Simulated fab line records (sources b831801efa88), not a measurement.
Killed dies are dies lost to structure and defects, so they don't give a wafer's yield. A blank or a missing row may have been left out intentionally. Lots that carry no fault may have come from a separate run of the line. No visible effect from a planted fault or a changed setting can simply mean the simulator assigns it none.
fab line records | flow sky130
[record] lots = 6 | wafers = 18 | last-day = 49
route steps=708 shown POLY_GATE@219 PAD_OPEN@708
lots with no fault: from the same line, run without faults
start-h: the number of hours between the record's first day and the start of the first shown wafer of the lot | wait-h: hours since the lot's step before | " as in the row above | L1.1+2: one row covering several wafers at once | - value missing, or start not given | * or withheld: withheld | < > ~ a bound
route shown NAME@n: NAME is a module with steps in the file, n the number in the route of the first one | usual: mean/standard deviation of fault-free wafers | same: alike in all rows | chamber/n: place in a boat | sites: readings site by site | _std_site: standard deviation across them | _edge_site: mean of outer sites minus mean of inner sites | radius-mm: for every site, how far away it sits from the centre of the wafer | mask NAME#n: copy n | behind: the most recent tool/chamber to have shaped the wafer | hold: cause of the lot's hold/its duration in hours/its outcome | device: transistor that didn't switch, given as n, p or np | end of line: tests run on the same wafers once the route is complete | a step with no rows: only its recipe | killed: at the first sort, the dies lost to defects and structure; wafer yield is something else | map: dies across one wafer; x = killed, . = not, _ = none there
set.NAME: the setting as run; set.NAME@STEP: as run at that earlier step | model.NAME: the simulator's own value behind a step, which no gauge read
lots at some steps of the route; a table a step, a row a wafer
services: when a tool's chamber went out of use (start-h, in hours from the record's first day, below 0 if earlier), for how many hours, and the reason
[[steps]]
[step SKY_POLY_GATE_DEHYDRATE_05]
[recipe] temp-c = 200 | time-s = 60
[step SKY_POLY_GATE_HMDS_06]
[recipe] prime-time-s = 60 | prime-temp-c = 120
[step SKY_POLY_GATE_COAT_07]
[recipe] resist = BARC | temp-c = withheld | time-s = withheld | spin-rpm = 3000 | resist-thk-nm = 110
[step SKY_POLY_GATE_COAT_08]
[recipe] resist = KrF-thick | spin-rpm = 3000 | resist-thk-nm = 450
[step SKY_POLY_GATE_SOFTBAKE_09]
[recipe] temp-c = 100 | time-s = 90 | resist = KrF-thick
[step SKY_POLY_GATE_EXPOSE_10]
[recipe] mask-id = P1M | na = 0.68 | source-shape = conventional | sigma-outer = 0.6 | target-cd-nm = 150 | dose-mj = 28
[step SKY_POLY_GATE_PEB_11]
[recipe] peb-temp-c = withheld | peb-time-s = withheld | resist = KrF-thick
[step SKY_POLY_GATE_DEVELOP_12]
[recipe] develop-time-s = 60 | resist = KrF-thick | dev-temp-c = 21
[step SKY_POLY_GATE_CD_MEAS_13]
[recipe] target-cd-nm = 150
[usual] cd-nm = 149.8/1.5
lot.wafer | tool      | chamber | start-h | wait-h | cd-nm
L349.3    | cd-sem-02 | -       | 417.61  | -      | 151.7
L349.4    | "         | -       | "       | "      | 152.1
L349.5    | "         | -       | "       | "      | 150.2
L355.2    | cd-sem-02 | -       | 450.64  | -      | 149.7
L355.4    | "         | -       | "       | "      | 149.5
L355.6    | "         | -       | "       | "      | 150.3
L357.1    | cd-sem-02 | -       | 474.88  | -      | 150.4
L357.2    | "         | -       | "       | "      | 148.4
L357.6    | "         | -       | "       | "      | 149.5
L364.3    | cd-sem-01 | -       | 522.01  | -      | 149.7
L364.4    | "         | -       | "       | "      | 149.2
L364.6    | "         | -       | "       | "      | 149.1
L363.2    | cd-sem-02 | -       | 524.19  | -      | 152.1
L363.4    | "         | -       | "       | "      | 150.8
L363.6    | "         | -       | "       | "      | 152.0
L366.1    | cd-sem-02 | -       | 549.22  | -      | 149.6
L366.2    | "         | -       | "       | "      | 149.8
L366.6    | "         | -       | "       | "      | 151.0
[step SKY_POLY_GATE_OVL_MEAS_14]
[usual] POLY_GATE_OVL = -2/5.1
lot.wafer | tool       | chamber | start-h | wait-h | POLY_GATE_OVL[nm]
L349.3    | overlay-01 | -       | 417.71  | 0.1    | 2
L349.4    | "          | -       | "       | "      | 1
L349.5    | "          | -       | "       | "      | -2
L355.2    | overlay-02 | -       | 450.75  | 0.1    | -11
L355.4    | "          | -       | "       | "      | -10
L355.6    | "          | -       | "       | "      | -7
L357.1    | overlay-02 | -       | 475.00  | 0.1    | -1
L357.2    | "          | -       | "       | "      | -8
L357.6    | "          | -       | "       | "      | -11
L364.3    | overlay-01 | -       | 522.11  | 0.1    | 1
L364.4    | "          | -       | "       | "      | 4
L364.6    | "          | -       | "       | "      | 5
L363.2    | overlay-02 | -       | 524.30  | 0.1    | 8
L363.4    | "          | -       | "       | "      | -1
L363.6    | "          | -       | "       | "      | 2
L366.1    | overlay-01 | -       | 549.34  | 0.1    | 1
L366.2    | "          | -       | "       | "      | -6
L366.6    | "          | -       | "       | "      | 1
[step SKY_POLY_GATE_ETCH_15]
[recipe] chemistry = N2/H2 | target = BARC | ion-energy-ev = 200 | source-w = 500 | bias-w = 100 | pressure-mtorr = 30 | n2-flow-sccm = 100 | h2-flow-sccm = 200 | stop-on = SiO2 | time-s = 118.5 | target-depth-a = 1100
[usual] bias-w = 100.0/0.33 | chamber-pressure-mTorr = 30.001/0.03 | drypump-motor-current-A = 5.6/0.43 | oes-product-au = 0.716/0.0044 | rf-fwd-power-W = 497.6/1.6 | throttle-valve-pct = 13.213/0.0094
[same] time-s = 118.5
lot.wafer | tool        | chamber | start-h | wait-h | bias-w | chamber-pressure-mTorr | drypump-motor-current-A | oes-product-au | rf-fwd-power-W | rf-hours-counter-h | throttle-valve-pct
L349.3    | rie-diel-03 | 1       | 417.73  | 0.0    | 100.2  | 30.003                 | 4.9                     | 0.712          | 496.8          | 73                 | 13.219
L349.4    | "           | 2       | "       | "      | 99.8   | 30.017                 | 6.2                     | 0.722          | 498.6          | 4                  | 13.217
L349.5    | "           | 3       | "       | "      | 100.1  | 29.992                 | 5.7                     | 0.721          | 498.8          | -                  | 13.207
L355.2    | rie-diel-04 | 2       | 450.78  | 0.0    | 100.3  | 30.015                 | 5.8                     | 0.713          | 500.0          | 6                  | 13.212
L355.4    | "           | 0       | "       | "      | 100.0  | 29.981                 | 5.1                     | 0.728          | 495.6          | 79                 | 13.211
L355.6    | "           | 3       | "       | "      | 100.4  | 29.962                 | 6.3                     | 0.721          | 497.7          | -                  | 13.216
L357.1    | rie-diel-02 | 1       | 475.04  | 0.0    | 99.3   | 30.002                 | 5.5                     | 0.718          | 498.0          | 3                  | 13.219
L357.2    | "           | 3       | "       | "      | 100.1  | 30.073                 | 5.9                     | 0.714          | 498.8          | 25                 | 13.203
L357.6    | "           | 0       | "       | "      | 100.1  | 30.056                 | 5.1                     | 0.715          | 496.7          | -                  | 13.215
L364.3    | rie-diel-04 | 0       | 522.13  | 0.0    | 99.8   | 30.010                 | 5.1                     | 0.721          | 499.9          | 80                 | 13.207
L364.4    | "           | 2       | "       | "      | 100.3  | 30.058                 | 5.8                     | 0.708          | 498.5          | 8                  | 13.202
L364.6    | "           | 1       | "       | "      | 99.7   | 29.992                 | 5.4                     | 0.711          | 497.9          | -                  | 13.203
L363.2    | rie-diel-03 | 0       | 524.33  | 0.0    | 99.8   | 29.965                 | 6.2                     | 0.722          | 496.3          | 28                 | 13.218
L363.4    | "           | 1       | "       | "      | 100.4  | 30.006                 | 4.9                     | 0.711          | 495.6          | 75                 | 13.221
L363.6    | "           | 0       | "       | "      | 100.0  | 29.994                 | 6.2                     | 0.722          | 497.4          | -                  | 13.203
L366.1    | rie-diel-04 | 1       | 549.38  | 0.0    | 100.0  | 29.973                 | 5.4                     | 0.719          | 499.1          | 4                  | 13.217
L366.2    | "           | 2       | "       | "      | 99.9   | 29.996                 | 5.9                     | 0.707          | 496.4          | 8                  | 13.213
L366.6    | "           | 1       | "       | "      | 99.9   | 29.992                 | 5.4                     | 0.717          | 499.5          | -                  | 13.224
[step SKY_POLY_GATE_ETCH_16]
[recipe] stop-on = poly-Si | chemistry = CH3F/O2 | target = Si3N4 | source-w = 400 | bias-w = 80 | pressure-mtorr = 25 | ch3f-flow-sccm = 40 | O2_flow_sccm = 30 | time-s = 147.5 | target-depth-a = 750
[usual] bias-w = 79.98/0.27 | ch3f-flow-sccm = 40.00/0.12 | chamber-pressure-mTorr = 25.001/0.022 | drypump-motor-current-A = 5.6/0.43 | oes-product-au = 0.641/0.0056 | rf-fwd-power-W = 398.3/1.4 | throttle-valve-pct = 10.537/0.0093
[same] time-s = 147.5
lot.wafer | tool        | chamber | start-h | wait-h | bias-w | ch3f-flow-sccm | chamber-pressure-mTorr | drypump-motor-current-A | oes-product-au | rf-fwd-power-W | rf-hours-counter-h | throttle-valve-pct
L349.3    | rie-diel-03 | 1       | 417.81  | 0.0    | 80.24  | 40.12          | 24.971                 | 4.9                     | 0.649          | 396.4          | 73                 | 10.546
L349.4    | "           | 2       | "       | "      | 80.15  | 39.88          | 25.014                 | 6.2                     | 0.653          | 398.0          | 4                  | 10.542
L349.5    | "           | 3       | "       | "      | 80.10  | 40.08          | 24.997                 | 5.6                     | 0.651          | 397.9          | -                  | 10.522
L355.2    | rie-diel-04 | 2       | 450.86  | 0.0    | 80.21  | 40.19          | 25.015                 | 5.8                     | 0.640          | 397.7          | 6                  | 10.536
L355.4    | "           | 0       | "       | "      | 79.77  | 40.00          | 25.005                 | 5.1                     | 0.632          | 397.7          | 79                 | 10.529
L355.6    | "           | 3       | "       | "      | 79.71  | 40.02          | 25.003                 | 6.3                     | 0.636          | 396.6          | -                  | 10.540
L357.1    | rie-diel-02 | 1       | 475.12  | 0.0    | 79.66  | 39.96          | 25.009                 | 5.5                     | 0.653          | 399.3          | 3                  | 10.530
L357.2    | "           | 3       | "       | "      | 79.80  | 40.01          | 24.985                 | 5.9                     | 0.641          | 398.4          | 25                 | 10.526
L357.6    | "           | 0       | "       | "      | 79.29  | 39.94          | 25.011                 | 5.1                     | 0.646          | 398.1          | -                  | 10.525
L364.3    | rie-diel-04 | 0       | 522.21  | 0.0    | 80.07  | 39.99          | 25.014                 | 5.1                     | 0.640          | 399.2          | 81                 | 10.534
L364.4    | "           | 2       | "       | "      | 79.77  | 40.08          | 25.007                 | 5.8                     | 0.642          | 399.5          | 8                  | 10.544
L364.6    | "           | 1       | "       | "      | 79.68  | 39.91          | 24.980                 | 5.4                     | 0.641          | 397.9          | -                  | 10.521
L363.2    | rie-diel-03 | 0       | 524.41  | 0.0    | 80.40  | 39.84          | 25.025                 | 6.2                     | 0.634          | 398.9          | 28                 | 10.530
L363.4    | "           | 1       | "       | "      | 79.92  | 39.93          | 25.017                 | 4.9                     | 0.632          | 397.0          | 75                 | 10.548
L363.6    | "           | 0       | "       | "      | 79.90  | 39.75          | 25.004                 | 6.3                     | 0.634          | 396.3          | -                  | 10.545
L366.1    | rie-diel-04 | 1       | 549.46  | 0.0    | 79.89  | 39.93          | 24.987                 | 5.3                     | 0.638          | 398.0          | 5                  | 10.538
L366.2    | "           | 2       | "       | "      | 80.03  | 40.08          | 24.993                 | 5.8                     | 0.637          | 398.1          | 8                  | 10.550
L366.6    | "           | 1       | "       | "      | 79.77  | 39.95          | 24.979                 | 5.4                     | 0.640          | 398.1          | -                  | 10.531
[step SKY_POLY_GATE_ETCH_17]
[recipe] target-depth-nm = 180 | stop-on = SiO2 | over-etch-frac = 0.56667 | chemistry = HBr/Cl2 | target = poly-Si | icp-w = 400 | bias-w = 100 | pressure-mtorr = 10 | HBr_flow_sccm = 150 | Cl2_flow_sccm = 50 | time-s = 70.5
[usual] HBr_flow_sccm = 150.1/0.43 | bias-w = 99.98/0.26 | chamber-pressure-mTorr = 9.999/0.0089 | drypump-motor-current-A = 5.9/0.36 | oes-product-au = 0.989/0.0086 | rf-fwd-power-W = 396.6/1.5 | throttle-valve-pct = 33.683/0.0094
[same] over-etch-frac = 0.56667 | time-s = 70.5
lot.wafer | tool      | chamber | start-h | wait-h | HBr_flow_sccm | bias-w | chamber-pressure-mTorr | drypump-motor-current-A | oes-product-au | rf-fwd-power-W | rf-hours-counter-h | throttle-valve-pct | model.KrF-thick_of_POLY_GATE_COAT_08.thk-nm | model.SiO2_of_SONOS_ONO_CVD_04.thk-nm
L349.3    | rie-si-01 | 3       | 417.91  | 0.0    | 149.5         | 99.75  | 9.996                  | 5.4                     | 1.007          | 397.1          | 4                  | 33.692             | 132                                         | 4.014
L349.4    | "         | 2       | "       | "      | 150.0         | 100.03 | 10.013                 | 5.9                     | 0.989          | 396.9          | 31                 | 33.683             | 136.7                                       | 4.027
L349.5    | "         | 3       | "       | "      | 150.4         | 99.99  | 9.999                  | 5.4                     | 1.000          | 397.4          | -                  | 33.704             | 137.7                                       | 4.112
L355.2    | rie-si-02 | 3       | 450.96  | 0.0    | 149.8         | 99.70  | 10.001                 | 5.4                     | 0.988          | 395.9          | 24                 | 33.688             | 136.8                                       | 4.037
L355.4    | "         | 0       | "       | "      | 149.8         | 99.41  | 10.003                 | 6.1                     | 0.975          | 398.8          | 5                  | 33.687             | 140.7                                       | 4.124
L355.6    | "         | 0       | "       | "      | 149.8         | 100.14 | 10.001                 | 6.0                     | 0.988          | 397.3          | -                  | 33.686             | 138.7                                       | 4.073
L357.1    | rie-si-02 | 2       | 475.22  | 0.0    | 149.9         | 99.95  | 9.999                  | 6.4                     | 0.992          | 399.8          | 6                  | 33.693             | 144.2                                       | 3.987
L357.2    | "         | 3       | "       | "      | 149.6         | 100.00 | 9.999                  | 5.4                     | 0.987          | 396.5          | 24                 | 33.668             | 139.4                                       | 3.995
L357.6    | "         | 1       | "       | "      | 149.5         | 99.63  | 10.003                 | 6.2                     | 0.992          | 394.4          | -                  | 33.681             | 140                                         | 4.014
L364.3    | rie-si-02 | 1       | 522.31  | 0.0    | 150.6         | 100.19 | 10.002                 | 6.2                     | 0.985          | 395.6          | 2                  | 33.689             | 136.3                                       | 3.959
L364.4    | "         | 2       | "       | "      | 150.0         | 100.15 | 9.985                  | 6.4                     | 1.002          | 397.7          | 6                  | 33.666             | 135.7                                       | 4.043
L364.6    | "         | 3       | "       | "      | 150.0         | 99.82  | 9.988                  | 5.4                     | 0.979          | 395.8          | -                  | 33.683             | 140                                         | 3.975
L363.2    | rie-si-01 | 0       | 524.51  | 0.0    | 150.3         | 118.25 | 10.004                 | 5.8                     | 1.000          | 399.7          | 5                  | 33.672             | 127.4                                       | 4.091
L363.4    | "         | 0       | "       | "      | 150.0         | 118.12 | 10.011                 | 5.8                     | 1.005          | 400.1          | -                  | 33.681             | 128.9                                       | 4.092
L363.6    | "         | 3       | "       | "      | 150.4         | 100.21 | 10.008                 | 5.4                     | 0.994          | 396.1          | -                  | 33.682             | 134.9                                       | 4.271
L366.1    | rie-si-01 | 0       | 549.56  | 0.0    | 150.3         | 117.93 | 10.004                 | 5.9                     | 0.994          | 397.8          | 6                  | 33.678             | 133.5                                       | 3.968
L366.2    | "         | 1       | "       | "      | 149.3         | 99.88  | 9.997                  | 5.6                     | 0.999          | 397.6          | 4                  | 33.678             | 131.4                                       | 4.068
L366.6    | "         | 1       | "       | "      | 149.7         | 99.59  | 9.996                  | 5.6                     | 1.002          | 397.6          | -                  | 33.659             | 136.7                                       | 4.013
[step SKY_POLY_GATE_STRIP_18]
[recipe] chemistry = O2/N2 | power-w = 1400 | pressure-mtorr = 1500 | platen-temp-c = withheld | o2-flow-sccm = 3000 | n2-flow-sccm = 300 | overash-fraction = 0.5
[usual] chamber-pressure-mTorr = 1500.1/1.5 | drypump-motor-current-A = 5.4/0.46 | oes-product-au = 0.360/0.0047 | strip-time-to-endpoint-s = 3.144/0.029
lot.wafer | tool            | chamber | start-h | wait-h | chamber-pressure-mTorr | drypump-motor-current-A | oes-product-au | rf-hours-counter-h | strip-time-to-endpoint-s
L349.3    | plasma-asher-02 | 1       | 418.00  | 0.1    | 1500.0                 | 5.6                     | 0.355          | -                  | 3.075
L349.4    | "               | 0       | "       | "      | 1499.7                 | 6.3                     | 0.360          | -                  | 3.134
L349.5    | "               | 0       | "       | "      | 1501.2                 | 6.3                     | 0.356          | -                  | 3.131
L355.2    | plasma-asher-01 | 0       | 451.02  | 0.0    | 1500.8                 | 4.9                     | 0.360          | 77                 | 3.136
L355.4    | "               | 1       | "       | "      | 1499.4                 | 5.1                     | 0.361          | -                  | 3.177
L355.6    | "               | 0       | "       | "      | 1502.3                 | 4.9                     | 0.364          | -                  | 3.149
L357.1    | plasma-asher-03 | 0       | 475.28  | 0.0    | 1498.5                 | 5.5                     | 0.358          | 67                 | 3.216
L357.2    | "               | 1       | "       | "      | 1501.7                 | 5.4                     | 0.362          | 67                 | 3.180
L357.6    | "               | 1       | "       | "      | 1501.6                 | 5.3                     | 0.360          | -                  | 3.163
L364.3    | plasma-asher-02 | 0       | 522.40  | 0.1    | 1501.3                 | 6.3                     | 0.357          | -                  | 3.137
L364.4    | "               | 1       | "       | "      | 1501.6                 | 5.5                     | 0.361          | -                  | 3.119
L364.6    | "               | 1       | "       | "      | 1497.2                 | 5.6                     | 0.365          | -                  | 3.175
L363.2    | plasma-asher-02 | 0       | 524.56  | 0.0    | 1501.1                 | 6.4                     | 0.351          | 9                  | 3.041
L363.4    | "               | 0       | "       | "      | 1499.4                 | 6.4                     | 0.349          | -                  | 3.040
L363.6    | "               | 0       | "       | "      | 1502.2                 | 6.3                     | 0.362          | -                  | 3.094
L366.1    | plasma-asher-01 | 1       | 549.62  | 0.0    | 1500.7                 | 5.1                     | 0.358          | 87                 | 3.093
L366.2    | "               | 0       | "       | "      | 1498.9                 | 4.9                     | 0.352          | 87                 | 3.066
L366.6    | "               | 0       | "       | "      | 1502.2                 | 4.9                     | 0.366          | -                  | 3.131
[step SKY_POLY_GATE_CLEAN_19]
[recipe] chemistry = SC1/SC2 | mix = 1:4:20 | temp-c = 70 | time-s = 150 | dry = n2-spin
[step SKY_PAD_OPEN_PROBE_99]
[usual] killed_at_M0_to_M3 = 43/7.1 | killed_at_M4_up = 3.1/1.7 | killed-at-contacts = 23/5.1 | killed-at-front-end = 14/4.4 | killed-at-other = 0.3/0.47 | killed-dies = 84/9.9 | killed-open = 45/6.6 | killed-short = 38/6.8
[same] gross-dies = 492 | killed-at-back-side = 0
lot.wafer | tool      | chamber | start-h | wait-h | killed_at_M0_to_M3 | killed_at_M4_up | killed-at-contacts | killed-at-front-end | killed-at-other | killed-dies | killed-open | killed-short
L355.2    | prober-02 | -       | 1131.57 | 0.1    | 53                 | 1               | 21                 | 8                   | 0               | 83          | 42          | 41
L355.4    | prober-02 | -       | 1131.67 | 0.2    | 39                 | 2               | 28                 | 11                  | 0               | 80          | 46          | 34
L355.6    | prober-02 | -       | 1131.77 | 0.2    | 40                 | 2               | 22                 | 9                   | 0               | 73          | 39          | 34
L357.1    | prober-02 | -       | 1143.80 | 0.1    | 52                 | 3               | 23                 | 19                  | 0               | 97          | 58          | 39
L357.2    | prober-02 | -       | 1143.85 | 0.1    | 46                 | 3               | 31                 | 9                   | 0               | 89          | 52          | 37
L357.6    | prober-02 | -       | 1144.05 | 0.2    | 51                 | 1               | 28                 | 12                  | 0               | 92          | 49          | 43
L363.2    | prober-01 | -       | 1178.23 | 0.1    | 43                 | 1               | 24                 | 7                   | 0               | 75          | 43          | 32
L363.4    | prober-01 | -       | 1178.33 | 0.2    | 64                 | 3               | 19                 | 17                  | 0               | 103         | 53          | 50
L363.6    | prober-01 | -       | 1178.43 | 0.2    | 44                 | 2               | 29                 | 19                  | 1               | 95          | 39          | 56
L366.1    | prober-01 | -       | 1187.05 | 0.1    | 34                 | 5               | 13                 | 16                  | 1               | 69          | 42          | 27
L366.2    | prober-01 | -       | 1187.10 | 0.1    | 32                 | 5               | 13                 | 10                  | 0               | 60          | 27          | 33
L366.6    | prober-01 | -       | 1187.30 | 0.2    | 32                 | 6               | 18                 | 12                  | 1               | 69          | 41          | 28
// killed by level:class
L355.2 VIA1:geometric-particle:open=15 VIA1:geometric-particle:short=9 CONTACT:geometric-particle:open=8 CONTACT:geometric-particle:short=7 VIA2:geometric-particle:open=7 METAL2:geometric-particle:short=6 VIA3:geometric-particle:open=4 FIELD_ISO:geometric-particle:short=3
L355.4 CONTACT:geometric-particle:open=10 VIA1:geometric-particle:open=9 VIA2:geometric-particle:open=7 LI_CONTACT:geometric-particle:open=6 LOCAL_INTERCONNECT:geometric-particle:short=5 CONTACT:geometric-particle:short=5 FIELD_ISO:geometric-particle:open=4 POLY_GATE:geometric-particle:short=3
L355.6 VIA3:geometric-particle:open=9 CONTACT:geometric-particle:open=8 VIA1:geometric-particle:open=6 METAL1:geometric-particle:short=6 VIA2:geometric-particle:open=6 LOCAL_INTERCONNECT:geometric-particle:short=5 VIA1:geometric-particle:short=5 LI_CONTACT:geometric-particle:open=4
L357.1 VIA1:geometric-particle:open=19 CONTACT:geometric-particle:open=10 METAL1:geometric-particle:short=8 POLY_GATE:geometric-particle:open=6 LI_CONTACT:geometric-particle:open=6 POLY_GATE:geometric-particle:short=5 METAL2:geometric-particle:short=5 FIELD_ISO:geometric-particle:open=4
L357.2 CONTACT:geometric-particle:open=16 VIA3:geometric-particle:open=9 LI_CONTACT:geometric-particle:open=7 VIA1:geometric-particle:open=7 VIA2:geometric-particle:open=7 CONTACT:geometric-particle:short=5 METAL3:geometric-particle:short=5 VIA3:geometric-particle:short=4
L357.6 VIA1:geometric-particle:open=14 CONTACT:geometric-particle:open=11 VIA3:geometric-particle:open=9 LOCAL_INTERCONNECT:geometric-particle:short=7 VIA2:geometric-particle:open=6 LI_CONTACT:geometric-particle:open=5 VIA1:geometric-particle:short=5 POLY_GATE:geometric-particle:short=4
L363.2 VIA3:geometric-particle:open=9 CONTACT:geometric-particle:open=9 LI_CONTACT:geometric-particle:open=6 VIA1:geometric-particle:open=6 METAL3:geometric-particle:short=6 CONTACT:geometric-particle:short=5 METAL2:geometric-particle:short=5 VIA2:geometric-particle:open=5
L363.4 VIA1:geometric-particle:open=18 VIA2:geometric-particle:open=9 LOCAL_INTERCONNECT:geometric-particle:short=7 METAL2:geometric-particle:short=7 VIA3:geometric-particle:open=6 CONTACT:geometric-particle:open=5 VIA1:geometric-particle:short=5 METAL3:geometric-particle:short=5
L363.6 LOCAL_INTERCONNECT:geometric-particle:short=12 FIELD_ISO:geometric-particle:short=8 CONTACT:geometric-particle:open=8 METAL2:geometric-particle:short=7 VIA3:geometric-particle:short=7 VIA3:geometric-particle:open=7 VIA1:geometric-particle:open=6 LI_CONTACT:geometric-particle:open=4
L366.1 VIA1:geometric-particle:open=10 VIA3:geometric-particle:open=6 FIELD_ISO:geometric-particle:open=4 LI_CONTACT:geometric-particle:open=4 METAL4:geometric-particle:short=4 METAL2:geometric-particle:short=4 VIA2:geometric-particle:short=4 FIELD_ISO:geometric-particle:short=3
L366.2 VIA1:geometric-particle:open=6 VIA3:geometric-particle:short=5 VIA1:geometric-particle:short=5 VIA3:geometric-particle:open=4 LOCAL_INTERCONNECT:geometric-particle:short=4 CONTACT:geometric-particle:open=4 METAL4:geometric-particle:short=4 VIA2:geometric-particle:short=4
L366.6 VIA1:geometric-particle:open=12 CONTACT:geometric-particle:open=6 METAL1:geometric-particle:short=6 VIA3:geometric-particle:open=6 LOCAL_INTERCONNECT:geometric-particle:short=5 METAL4:geometric-particle:short=5 FIELD_ISO:geometric-particle:open=4 POLY_GATE:geometric-particle:open=3
[[services]]
tool            | chamber | start-h | hours | kind
plasma-asher-01 | -       | 408.87  | 9.4   | repair
plasma-asher-02 | -       | 421.25  | 9.0   | pm
plasma-asher-02 | 0       | 421.25  | 9.0   | vent-cycle
plasma-asher-02 | 1       | 421.25  | 9.0   | vent-cycle
plasma-asher-02 | 0       | 430.25  | -     | clean
plasma-asher-02 | 1       | 430.25  | -     | clean
rie-diel-02     | 0       | 431.47  | 5.0   | repair
rie-diel-03     | 3       | 452.08  | -     | clean
rie-diel-03     | 3       | 452.08  | 16.2  | scheduled-down
rie-diel-03     | 3       | 452.08  | 16.2  | vent-cycle
plasma-asher-03 | -       | 461.51  | 1.4   | repair
rie-si-01       | 3       | 463.91  | 2.7   | repair
rie-diel-02     | -       | 511.69  | 2.8   | pm
rie-si-01       | 1       | 515.00  | 10.7  | repair
[[key]]
[first-sign] step = SKY_POLY_GATE_ETCH_17 | reading = bias-w | direction = up | sigmas = 69 | usual = 99.98 | struck = 118.10
[effect] step = SKY_POLY_GATE_STRIP_18 | reading = strip-time-to-endpoint-s | direction = down | sigmas = 3 | usual = * | struck = *
[model-effect] step = SKY_POLY_GATE_ETCH_17 | value = KrF-thick_of_POLY_GATE_COAT_08.thk-nm | without = 135.9 | struck = 130
met-at SKY_POLY_GATE_ETCH_17
struck-wafers L363.2,L363.4,L366.1
tester-left-out L363,L366
[fault] kind = process-parameter-drift | tool = rie-si-01 | chamber = 0 | onset-h = 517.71 | steps = SKY_POLY_GATE_ETCH_17 | channel = bias-w | offset = 18.147 | shape = step | end-h = 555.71 | acts-in = these-recipes-only | stated = 100
// tester-left-out: of these lots the tester's yield and bins aren't shown, on N5 and GAA mostly nor the transistor test; their killed dies are dies lost to structure and defects alone, not to doping, threshold or leakage, so they don't give the yield
